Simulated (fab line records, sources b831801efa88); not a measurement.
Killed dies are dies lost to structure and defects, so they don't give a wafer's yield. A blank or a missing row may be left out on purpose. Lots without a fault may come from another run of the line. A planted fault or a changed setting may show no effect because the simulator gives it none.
Problem report in the 8D (eight disciplines) form, filled by code | flow sky130 | the parts of the form that need people (team, actions taken, sign-off) are left out

1. THE PROBLEM
LDD_LDN_OVL at SKY_LDD_LDN_OVL_MEAS_07 reads a mean of 113.1 nm on 12 wafers of 4 lots; wafers without a fault read -0.5 nm with a standard deviation of 1.2. That is +95 standard deviations from the usual mean.
First seen on wafer L103.1, day 27 00:40, on overlay-02. The record holds 36 wafers of 12 lots with a number at this step. Rule for "out", or "out of limits": more than 4 standard deviations from the usual mean. The other wafers with a number count as sound.

2. WHAT IT IS AND WHAT IT IS NOT
question                    | is                     | is not
which readings at this step | LDD_LDN_OVL            | -
which lots                  | L103, L104, L108, L110 | L102, L112, L113, L115, L994, L996, L997, L999
which wafers of those lots  | all that have a number | -
read on which gauges        | overlay-01, overlay-02 | -
when                        | from day 27 00:40      | up to then (15 sound wafers); but 9 sound wafers of L112, L113, L115 came after

3. SUSPECTS, AND WHAT RULES EACH OUT
Counting: a tool at a process step up to the reading stays a suspect if it ran every lot that is out and no sound lot after the first of them.
- the gauge at SKY_LDD_LDN_OVL_MEAS_07: ruled out. The wafers that are out were read on 2 gauges (overlay-01, overlay-02).
- iline_stepper-02 at SKY_LDD_LDN_EXPOSE_04 (exposes mask LDNTM, target cd 700 nm): kept. It ran every lot that is out, first L103 (day 26 11:04), and no sound lot after that; its last sound lot up to then is L102 (day 25 18:03).
Left after counting: iline_stepper-02 at SKY_LDD_LDN_EXPOSE_04.

4. THE CAUSE (what the simulator had put in)
Scanner matching overlay: iline_stepper-02, from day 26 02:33 on, at SKY_LDD_LDN_EXPOSE_04. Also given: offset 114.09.
Counting left only this tool.

5. THE CHAIN OF EFFECTS, in route order
Each row: a reading whose mean over the struck wafers that have a number lies more than 3 standard deviations from the usual. Only readings for which the record gives a usual standard deviation are gone through. hours: the time from each lot's start at the first step in this table that gives one to its start at this step, as a median over the lots. sigmas: the change in usual standard deviations.
hours | step                    | reading     | usual   | on struck wafers | change | sigmas
0     | SKY_LDD_LDN_OVL_MEAS_07 | LDD_LDN_OVL | -0.5 nm | 113.1            | +113.6 | +95

6. WHAT WOULD HAVE CAUGHT IT SOONER
In this record the first reading out of limits at a measuring or inspecting step was taken at day 27 00:40, 22 hours after the fault began at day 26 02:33.
Of the tool readings at SKY_LDD_LDN_EXPOSE_04 for which the record gives a usual standard deviation, none was out on any struck wafer, so an alarm limit of 4 standard deviations on them would not have fired.
Of the lots that are out (4), L108, L110 began SKY_LDD_LDN_EXPOSE_04 on iline_stepper-02 after day 27 00:40. A hold on the tool at that time would have spared those 2.
